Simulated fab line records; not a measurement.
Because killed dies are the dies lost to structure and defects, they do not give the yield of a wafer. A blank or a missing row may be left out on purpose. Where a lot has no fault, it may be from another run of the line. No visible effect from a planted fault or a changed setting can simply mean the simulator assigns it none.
Struck lot and sound lot, side by side    flow sky130    15 out of 708 route steps
Sound: wafers L542.1, L542.2, L542.6. Struck: wafers L536.2, L536.4, L536.5. The cause is given at the end.
Each step with rows lists, per side, the tool, then ch with its chambers, then its first start. Under that, the readings that differ: sound wafers    struck wafers    difference of the means    sigmas: that difference in standard deviations of wafers without a fault.
alike: same words and numbers on both sides, and readings whose means sit less than 2 such deviations apart. not compared: any withheld reading, any reading some wafer has no value for, any bound like >300 that may hide the same value, and any number with overlapping values for which the record gives no deviation.
A row with sigmas, a row that says differs or no value, or rows on one side alone: a step with any of these is where the two part. When numbers do not overlap yet have no deviation, they are printed without sigmas and do not part them. Lack of a reading on every wafer of one side parts them only where that side has two or more wafers.

first, 4 steps without rows for these wafers: SKY_SD_P_SOFTBAKE_03 (time 60 s); SKY_SD_P_EXPOSE_04 (exposes mask PSDM, target cd 380 nm); SKY_SD_P_PEB_05; SKY_SD_P_DEVELOP_06 (develop time 60 s).
SKY_SD_P_CD_MEAS_07 targets a cd of 380 nm.
  sound on cd_sem-02, day 32 18:34; struck on cd_sem-01, day 30 15:58
  alike: cd_nm
SKY_SD_P_OVL_MEAS_08:
  sound on overlay-02, day 32 18:41; struck on overlay-01, day 30 16:04
  alike: SD_P_OVL
then, 1 step without rows for these wafers: SKY_SD_P_IMPLANT_09.
SKY_SD_P_STRIP_10: strips in O2/N2.
  sound on plasma_asher-02 ch 0,1, day 32 18:53; struck on plasma_asher-04 ch 0, day 30 16:14
reading                       sound              struck             difference  sigmas
strip_time_to_endpoint_s (s)  17.36 17.38 17.39  17.45 17.50 17.44  +0.09       +2
  alike: drypump_motor_current_A, n2_flow_sccm, oes_product_au
  not compared: rf_hours_counter_h
SKY_SD_P_TW_MEAS_11:
  sound on film_metro-02, day 32 18:59; struck on film_metro-02, day 30 16:21
  alike: SD_P_TW
then, 3 steps without rows for these wafers: SKY_RES_XHIGH_DEHYDRATE_00 (time 60 s); SKY_RES_XHIGH_HMDS_01 (prime time 60 s); SKY_RES_XHIGH_COAT_02 (resist thk 1140 nm).
SKY_RES_XHIGH_SOFTBAKE_03: time 60 s.
  sound on litho_track-04 ch 0, day 33 08:17; struck on litho_track-03 ch 0, day 31 06:45
reading           sound              struck                difference  sigmas
run_length_s (s)  89.11 89.17 89.23  106.91 107.06 106.90  +17.79      +99 or more
  alike: exhaust_pa, heater_power_total_W
then, 2 steps without rows for these wafers: SKY_RES_XHIGH_EXPOSE_04 (exposes mask URPM, target cd 1270 nm); SKY_PAD_OPEN_PROBE_99.

WHERE THEY PART
Earliest at SKY_SD_P_STRIP_10; latest, in this record, at SKY_RES_XHIGH_SOFTBAKE_03.

WHY: what had been put in by the simulator
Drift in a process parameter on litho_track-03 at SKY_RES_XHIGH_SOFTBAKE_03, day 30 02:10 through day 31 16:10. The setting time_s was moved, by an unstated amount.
